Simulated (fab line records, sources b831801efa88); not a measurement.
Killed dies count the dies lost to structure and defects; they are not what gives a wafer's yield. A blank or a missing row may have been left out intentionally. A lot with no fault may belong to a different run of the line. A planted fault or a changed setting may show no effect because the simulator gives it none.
Which tool did it? :: flow sfq line :: 7 lots with 21 wafers sampled at 2 steps, on a route of 325 steps

== WHAT THE GAUGES READ, wafer by wafer ==
SFQ_L0_RS_MEAS_901: measurement is done with a four-point probe.
lot: L730
measured: day 1 17:34
on: film metro-04
L0_MONX_KI_RS (ohm/sq): 44.6 43.8 43.9

lot: L732
measured: day 2 03:34
on: film metro-02
L0_MONX_KI_RS (ohm/sq): 43.2 43.4 43.4

lot: L734
measured: day 2 13:35
on: film metro-02
L0_MONX_KI_RS (ohm/sq): 42.6 42.9 43.4

lot: L736
measured: day 2 23:34
on: film metro-03
L0_MONX_KI_RS (ohm/sq): 43.2 43.1 43.5

lot: L739
measured: day 3 14:35
on: film metro-02
L0_MONX_KI_RS (ohm/sq): 40.3 39.8 40.2 40.2 39.8 40.1

lot: L748
measured: day 5 11:34
on: film metro-04
L0_MONX_KI_RS (ohm/sq): 42.9 43.2 43.2

lot: L752
measured: day 6 07:34
on: film metro-03
L0_MONX_KI_RS (ohm/sq): 43.8 43.5 43.7

== TOOL THAT RAN EACH LOT (tool first, then ch and the chambers of the sampled wafers, then the start) ==
lot: L730
SFQ_TRILAYER_L0_DEP_SPUTTER_003: pvd sputter-06, day 1 17:29

lot: L732
SFQ_TRILAYER_L0_DEP_SPUTTER_003: pvd sputter-04, day 2 03:29

lot: L734
SFQ_TRILAYER_L0_DEP_SPUTTER_003: pvd sputter-06, day 2 13:29

lot: L736
SFQ_TRILAYER_L0_DEP_SPUTTER_003: pvd sputter-05, day 2 23:29

lot: L739
SFQ_TRILAYER_L0_DEP_SPUTTER_003: pvd sputter-06, day 3 14:29

lot: L748
SFQ_TRILAYER_L0_DEP_SPUTTER_003: pvd sputter-05, day 5 11:29

lot: L752
SFQ_TRILAYER_L0_DEP_SPUTTER_003: pvd sputter-05, day 6 07:29
- SFQ_TRILAYER_L0_DEP_SPUTTER_003: material MoNx KI, target thk 40 nm, time 100 s.

== THE ANSWER, worked out from the rows above alone ==
Rule: the usual values come from the lots themselves. Put in order of their means at a reading, lots are off if they are a third of the lots or fewer, leave a main group of 4 or more, and stand apart from it by a gap of 3 or more times the standard deviation of the main group's means; of several such gaps the widest counts. Not used: any main group whose means are identical at the precision the tables above print for the reading. A lot without any number at a reading at which 4 lots or more have one is off too. The other lots that the step has rows for count as sound.
Off: L739, seen at SFQ_L0_RS_MEAS_901 (L0_MONX_KI_RS). The main group: mean 43.4 ohm/sq, standard deviation 0.38.
If a tool, at a process step before that reading, ran all the lots that are off and no sound lot after the first of them, it fits. Gauges at SFQ_L0_RS_MEAS_901: tried the same way as those tools. This does not decide it: 2 tools fit, namely pvd sputter-06 at SFQ_TRILAYER_L0_DEP_SPUTTER_003 and film metro-02 at SFQ_L0_RS_MEAS_901.

== WHAT THE SIMULATOR PUT IN ==
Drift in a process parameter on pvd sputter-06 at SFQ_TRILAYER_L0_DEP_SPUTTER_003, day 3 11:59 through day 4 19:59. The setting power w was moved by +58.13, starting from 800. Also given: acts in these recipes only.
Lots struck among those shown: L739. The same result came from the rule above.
